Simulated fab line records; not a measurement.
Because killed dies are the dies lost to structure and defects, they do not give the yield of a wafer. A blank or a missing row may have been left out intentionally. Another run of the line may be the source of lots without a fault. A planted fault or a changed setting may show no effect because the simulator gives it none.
fab line records ; flow gf180mcu
[record] lots = 14; wafers = 40; last-day = 34
route steps=602 shown HV_LDD@234 NSD@247 SAB@270 SALICIDE@286
lots that met no fault: from a run of the same line without faults
start-h: hours from the record's first day to the start of the lot's first wafer shown ; wait-h: how many hours have passed since the lot's step before this one ; " repeats the value in the row above ; L1.1+2: a single row standing in for several wafers ; - no value present, or no start provided ; * or withheld: withheld ; < > ~ a bound
route shown NAME@n: NAME is a module with steps in the file, n the number in the route of the first one ; usual: the fault-free wafers' mean and standard deviation ; same: alike in all rows ; chamber/n: place in a boat ; sites: the reading at each site ; _std_site: their standard deviation ; _edge_site: mean of outer sites minus mean of inner sites ; radius-mm: for every site, how far away it sits from the centre of the wafer ; mask NAME#n: copy n ; behind: tool/chamber where the wafer was last shaped ; hold: what put the lot on hold/how long, in hours/how the hold closed ; device: names the non-switching transistor (n, p or np) ; end of line: tests of these same wafers at the route's end ; where a step has no rows: the recipe by itself ; killed: not the wafer's yield, but the dies lost to structure and defects at the first sort ; map: shows each die of a wafer: x if killed, . if not, _ if none is there
set.NAME: the setting as run; set.NAME@STEP: as run at that earlier step ; model.NAME: the simulator's own value behind a step, which no gauge read
one table for each step of the route and one row for each wafer, over a sample of lots
services: a tool's chamber out of use, with start hour (start-h, from the record's first day; less than 0 if before it), hours out, and reason
[[steps]]
[step GF_HV_LDD_ETCHBACK_58]
[recipe] chemistry = CH3F/O2; target = Si3N4; stop-on = SiO2; source-w = 400; bias-w = 80; pressure-mtorr = 25; ch3f-flow-sccm = 40; O2_flow_sccm = 30; time-s = 100; target-depth-a = 900
[usual] drypump-motor-current-A = 5.6/0.34; oes-product-au = 0.841/0.006; throttle-valve-pct = 10.561/0.0093
lot.wafer;tool;chamber;start-h;wait-h;drypump-motor-current-A;oes-product-au;rf-hours-counter-h;throttle-valve-pct
L231.1;rie-diel-03;3;279.63;0.1;5.9;0.840;4;10.566
L231.3;rie-diel-03;1;279.63;0.1;5.8;0.832;46;10.545
L231.6;rie-diel-03;2;279.63;0.1;5.7;0.837;-;10.569
L232.3;rie-diel-02;1;287.23;0.0;5.3;0.839;112;10.553
L232.4;rie-diel-02;1;287.23;0.0;5.3;0.844;-;10.563
L232.6;rie-diel-02;0;287.23;0.0;5.4;0.843;-;10.549
L235.2;rie-diel-02;3;313.10;0.0;5.4;0.842;37;10.568
L235.3;rie-diel-02;0;313.10;0.0;5.4;0.852;72;10.559
L236.5;rie-diel-03;3;316.11;0.0;5.9;0.834;-;10.567
L236.6;rie-diel-03;0;316.11;0.0;5.5;0.847;-;10.557
L245.1;rie-diel-02;0;389.00;0.1;5.5;0.839;74;10.555
L245.5;rie-diel-02;3;389.00;0.1;5.4;0.849;-;10.559
L245.6;rie-diel-02;2;389.00;0.1;5.3;0.836;-;10.574
L246.4;rie-diel-02;0;410.84;0.0;5.4;0.839;75;10.561
L246.5;rie-diel-02;1;410.84;0.0;5.3;0.830;-;10.548
L246.6;rie-diel-02;0;410.84;0.0;5.4;0.831;-;10.557
L247.3;rie-diel-03;1;412.27;0.0;5.8;0.850;49;10.573
L247.4;rie-diel-03;0;412.27;0.0;5.6;0.849;92;10.556
L247.6;rie-diel-03;2;412.27;0.0;5.7;0.834;-;10.542
L248.1;rie-diel-03;3;426.91;0.1;5.9;0.845;7;10.567
L248.3;rie-diel-03;2;426.91;0.1;5.7;0.841;4;10.557
L248.5;rie-diel-03;0;426.91;0.1;5.5;0.853;-;10.570
L249.1;rie-diel-01;0;427.35;0.1;5.6;0.845;67;10.551
L249.3;rie-diel-01;3;427.35;0.1;6.3;0.847;11;10.561
L249.5;rie-diel-01;1;427.35;0.1;5.0;0.840;-;10.553
L250.2;rie-diel-02;1;444.91;0.0;5.3;0.848;2;10.558
L250.3;rie-diel-02;2;444.91;0.0;5.3;0.853;4;10.569
L250.5;rie-diel-02;2;444.91;0.0;5.3;0.850;-;10.555
L251.2;rie-diel-02;0;446.56;0.0;5.4;0.844;76;10.551
L251.4;rie-diel-02;1;446.56;0.0;5.3;0.850;2;10.577
L251.5;rie-diel-02;0;446.56;0.0;5.4;0.847;-;10.569
L252.1;rie-diel-03;1;456.37;0.1;5.8;0.833;50;10.543
L252.2;rie-diel-03;2;456.37;0.1;5.7;0.836;5;10.573
L252.3;rie-diel-03;0;456.37;0.1;5.5;0.842;94;10.573
L253.3;rie-diel-02;3;457.84;0.0;5.4;0.834;41;10.547
L253.4;rie-diel-02;0;457.84;0.0;5.4;0.845;77;10.556
L253.5;rie-diel-02;1;457.84;0.0;5.3;0.846;-;10.571
L254.2;rie-diel-01;2;473.86;0.0;6.5;0.850;96;10.570
L254.3;rie-diel-01;1;473.86;0.0;5.0;0.846;2;10.562
L254.4;rie-diel-01;3;473.86;0.0;6.2;0.845;12;10.567
[step GF_NSD_TW_MEAS_12]
[usual] NSD_TW = 4225/43
lot.wafer;tool;chamber;start-h;wait-h;NSD_TW
L231.1;film-metro-04;-;299.41;0.1;4221
L231.3;film-metro-04;-;299.41;0.1;4198
L231.6;film-metro-04;-;299.41;0.1;4203
L232.3;film-metro-04;-;308.05;0.1;4209
L232.4;film-metro-04;-;308.05;0.1;4220
L232.6;film-metro-04;-;308.05;0.1;4216
L235.2;film-metro-02;-;333.35;0.1;4277
L235.3;film-metro-02;-;333.35;0.1;4269
L236.5;film-metro-04;-;336.05;0.0;4211
L236.6;film-metro-04;-;336.05;0.0;4223
L245.1;film-metro-03;-;410.81;0.1;4232
L245.5;film-metro-03;-;410.81;0.1;4226
L245.6;film-metro-03;-;410.81;0.1;4213
L246.4;film-metro-04;-;435.64;0.1;4171
L246.5;film-metro-04;-;435.64;0.1;4186
L246.6;film-metro-04;-;435.64;0.1;4201
L247.3;film-metro-04;-;436.53;0.1;4209
L247.4;film-metro-04;-;436.53;0.1;4184
L247.6;film-metro-04;-;436.53;0.1;4178
L248.1;film-metro-04;-;450.74;0.1;4173
L248.3;film-metro-04;-;450.74;0.1;4173
L248.5;film-metro-04;-;450.74;0.1;4197
L249.1;film-metro-02;-;452.04;0.1;4313
L249.3;film-metro-02;-;452.04;0.1;4328
L249.5;film-metro-02;-;452.04;0.1;4312
L250.2;film-metro-03;-;469.55;0.1;4217
L250.3;film-metro-03;-;469.55;0.1;4216
L250.5;film-metro-03;-;469.55;0.1;4233
L251.2;film-metro-03;-;471.25;0.1;4237
L251.4;film-metro-03;-;471.25;0.1;4241
L251.5;film-metro-03;-;471.25;0.1;4239
L252.1;film-metro-04;-;481.29;0.1;4205
L252.2;film-metro-04;-;481.29;0.1;4183
L252.3;film-metro-04;-;481.29;0.1;4193
L253.3;film-metro-04;-;482.74;0.1;4198
L253.4;film-metro-04;-;482.74;0.1;4188
L253.5;film-metro-04;-;482.74;0.1;4182
L254.2;film-metro-04;-;497.93;0.1;4215
L254.3;film-metro-04;-;497.93;0.1;4185
L254.4;film-metro-04;-;497.93;0.1;4183
[step GF_SAB_EXPOSE_06]
[recipe] mask-id = SAB; target-cd-nm = 420; na = 0.6; source-shape = conventional; sigma-outer = 0.6; dose-mj = 140
lot.wafer;tool;chamber;start-h;wait-h;mask
L231.1+3+6;iline-stepper-02;0;330.87;-;SAB#0
L232.3+4+6;iline-stepper-02;0;337.58;-;SAB#0
L235.2+3;iline-stepper-01;0;368.85;-;SAB#0
L236.5+6;iline-stepper-01;0;369.02;-;SAB#0
L245.1+5+6;iline-stepper-01;0;448.05;-;SAB#0
L246.4+5+6;iline-stepper-01;0;472.40;-;SAB#0
L247.3+4+6;iline-stepper-01;0;473.02;-;SAB#0
L248.1+3+5;iline-stepper-02;0;488.40;-;SAB#0
L249.1+3+5;iline-stepper-02;0;489.43;-;SAB#0
L250.2+3+5;iline-stepper-01;0;506.28;-;SAB#0
L251.2+4+5;iline-stepper-01;0;507.27;-;SAB#0
L252.1+2+3;iline-stepper-02;0;517.32;-;SAB#0
L253.3+4+5;iline-stepper-02;0;518.73;-;SAB#0
L254.2+3+4;iline-stepper-01;0;532.23;-;SAB#0
[step GF_SAB_CD_MEAS_09]
[recipe] target-cd-nm = 420
[usual] cd-nm = 419.5/2
lot.wafer;tool;chamber;start-h;wait-h;cd-nm
L231.1;cd-sem-02;-;340.80;0.1;419.1
L231.3;cd-sem-02;-;340.80;0.1;416.7
L231.6;cd-sem-02;-;340.80;0.1;420.4
L232.3;cd-sem-01;-;348.49;0.1;416.9
L232.4;cd-sem-01;-;348.49;0.1;419.1
L232.6;cd-sem-01;-;348.49;0.1;418.7
L235.2;cd-sem-02;-;379.61;0.1;328.4
L235.3;cd-sem-02;-;379.61;0.1;423.3
L236.5;cd-sem-01;-;379.81;0.1;418.2
L236.6;cd-sem-01;-;379.81;0.1;326.5
L245.1;cd-sem-01;-;459.44;0.1;419.2
L245.5;cd-sem-01;-;459.44;0.1;419.2
L245.6;cd-sem-01;-;459.44;0.1;419.1
L246.4;cd-sem-01;-;483.75;0.1;419.9
L246.5;cd-sem-01;-;483.75;0.1;419.9
L246.6;cd-sem-01;-;483.75;0.1;420.7
L247.3;cd-sem-01;-;484.37;0.1;418.9
L247.4;cd-sem-01;-;484.37;0.1;419.2
L247.6;cd-sem-01;-;484.37;0.1;419.1
L248.1;cd-sem-01;-;499.99;0.1;415.3
L248.3;cd-sem-01;-;499.99;0.1;415.8
L248.5;cd-sem-01;-;499.99;0.1;415.8
L249.1;cd-sem-01;-;501.40;0.1;419.0
L249.3;cd-sem-01;-;501.40;0.1;421.1
L249.5;cd-sem-01;-;501.40;0.1;420.3
L250.2;cd-sem-01;-;517.45;0.1;417.0
L250.3;cd-sem-01;-;517.45;0.1;416.7
L250.5;cd-sem-01;-;517.45;0.1;416.2
L251.2;cd-sem-02;-;518.72;0.1;418.3
L251.4;cd-sem-02;-;518.72;0.1;418.6
L251.5;cd-sem-02;-;518.72;0.1;419.8
L252.1;cd-sem-02;-;528.79;0.1;420.7
L252.2;cd-sem-02;-;528.79;0.1;419.6
L252.3;cd-sem-02;-;528.79;0.1;419.7
L253.3;cd-sem-01;-;529.79;0.1;422.0
L253.4;cd-sem-01;-;529.79;0.1;420.0
L253.5;cd-sem-01;-;529.79;0.1;422.0
L254.2;cd-sem-02;-;543.10;0.1;419.4
L254.3;cd-sem-02;-;543.10;0.1;419.9
L254.4;cd-sem-02;-;543.10;0.1;419.1
[step GF_SALICIDE_RTA_08]
[recipe] temp-c = 800; time-s = 30; ambient = N2
[usual] lamp-power-pct = 16.8/1.8; wafer_temp_C_max = 805.4/1.3
lot.wafer;tool;chamber;start-h;wait-h;lamp-power-pct;wafer_temp_C_max
L231.1;rtp-anneal-02;0;341.72;0.0;15.4;805.2
L231.3;rtp-anneal-02;0;341.72;0.0;15.4;806.3
L231.6;rtp-anneal-02;0;341.72;0.0;15.4;805.4
L232.3;rtp-anneal-02;0;349.40;0.0;15.4;805.5
L232.4;rtp-anneal-02;0;349.40;0.0;15.4;806.7
L232.6;rtp-anneal-02;0;349.40;0.0;15.4;805.3
L235.3;rtp-anneal-02;0;380.57;0.0;15.4;806.6
L236.5;rtp-anneal-01;0;380.72;0.1;19.2;803.6
L245.1;rtp-anneal-02;0;460.39;0.0;15.4;805.3
L245.5;rtp-anneal-02;0;460.39;0.0;15.4;804.8
L245.6;rtp-anneal-02;0;460.39;0.0;15.4;806.8
L246.4;rtp-anneal-01;0;484.94;0.1;19.2;803.5
L246.5;rtp-anneal-01;0;484.94;0.1;19.2;805.4
L246.6;rtp-anneal-01;0;484.94;0.1;19.2;803.6
L247.3;rtp-anneal-01;0;485.31;0.0;19.2;803.3
L247.4;rtp-anneal-01;0;485.31;0.0;19.2;804.7
L247.6;rtp-anneal-01;0;485.31;0.0;19.2;805.5
L248.1;rtp-anneal-01;0;500.92;0.0;19.2;804.8
L248.3;rtp-anneal-01;0;500.92;0.0;19.2;803.3
L248.5;rtp-anneal-01;0;500.92;0.0;19.2;804.4
L249.1;rtp-anneal-01;0;502.33;0.0;19.2;804.8
L249.3;rtp-anneal-01;0;502.33;0.0;19.2;804.2
L249.5;rtp-anneal-01;0;502.33;0.0;19.2;802.8
L250.2;rtp-anneal-02;0;518.38;0.0;15.4;805.7
L250.3;rtp-anneal-02;0;518.38;0.0;15.4;806.8
L250.5;rtp-anneal-02;0;518.38;0.0;15.4;807.9
L251.2;rtp-anneal-02;0;519.65;0.0;15.4;808.3
L251.4;rtp-anneal-02;0;519.65;0.0;15.4;805.2
L251.5;rtp-anneal-02;0;519.65;0.0;15.4;805.2
L252.1;rtp-anneal-02;0;529.72;0.0;15.4;807.7
L252.2;rtp-anneal-02;0;529.72;0.0;15.4;806.3
L252.3;rtp-anneal-02;0;529.72;0.0;15.4;807.3
L253.3;rtp-anneal-02;0;530.70;0.0;15.4;805.2
L253.4;rtp-anneal-02;0;530.70;0.0;15.4;807.4
L253.5;rtp-anneal-02;0;530.70;0.0;15.4;808.9
L254.2;rtp-anneal-01;0;544.04;0.0;19.2;804.5
L254.3;rtp-anneal-01;0;544.04;0.0;19.2;806.7
L254.4;rtp-anneal-01;0;544.04;0.0;19.2;803.7
[[services]]
tool;chamber;start-h;hours;kind
rie-diel-02;1;267.83;18.7;repair
iline-stepper-01;-;268.60;1.7;pm
rie-diel-02;-;306.54;0.2;repair
iline-stepper-02;-;315.87;2.1;pm
iline-stepper-02;-;326.89;2.1;repair
rie-diel-01;0;337.02;1.2;repair
rie-diel-03;2;340.03;27.1;repair
rie-diel-03;0;349.12;2.9;repair
iline-stepper-02;-;359.91;4.4;pm
iline-stepper-02;-;365.29;4.8;repair
rie-diel-03;3;370.09;6.8;repair
iline-stepper-01;-;371.50;1.3;repair
iline-stepper-01;-;377.79;8.9;pm
iline-stepper-02;-;384.96;2.5;repair
iline-stepper-01;-;389.44;13.2;repair
rie-diel-03;-;401.85;2.8;pm
iline-stepper-02;-;402.65;1.7;pm
iline-stepper-01;-;469.92;2.2;repair
rie-diel-03;0;473.85;7.9;repair
iline-stepper-01;-;486.71;1.7;pm
rie-diel-02;2;501.31;7.0;repair
rie-diel-02;0;508.96;6.9;repair
iline-stepper-01;-;510.27;20.0;repair
iline-stepper-01;-;513.22;1.8;repair
[[key]]
[first-sign] step = GF_SAB_CD_MEAS_09; reading = cd-nm; direction = down; sigmas = 45; usual = 419.5; struck = 327.4
effect none on later readings
met-at GF_SAB_EXPOSE_06
struck-lots L235,L236
struck-wafers L235.2,L236.6
later-rows-left-out L235.2,L236.6
sort-left-out L235.2,L236.6
tester-left-out L235,L236
not-acting-at GF_HV_LDD_ETCHBACK_58,GF_NSD_TW_MEAS_12,GF_SALICIDE_RTA_08
[fault] kind = process-parameter-drift; tool = iline-stepper-01; chamber = -; onset-h = 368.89; steps = GF_SAB_EXPOSE_06; channel = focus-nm; offset = 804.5; shape = step; end-h = 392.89; scope = struck-wafers-only
// tester-left-out: of these lots the tester's yield and bins aren't shown, on N5 and GAA mostly nor the transistor test; their killed dies are dies lost to structure and defects alone, not to doping, threshold or leakage, so they don't give the yield
// sort-left-out: the simulated sort isn't trusted on such a fault, so these wafers' sort isn't shown, and their yield isn't known
// later-rows-left-out: the simulator's readings of these wafers behind a module that went badly wrong aren't trusted and aren't shown, but for the sort
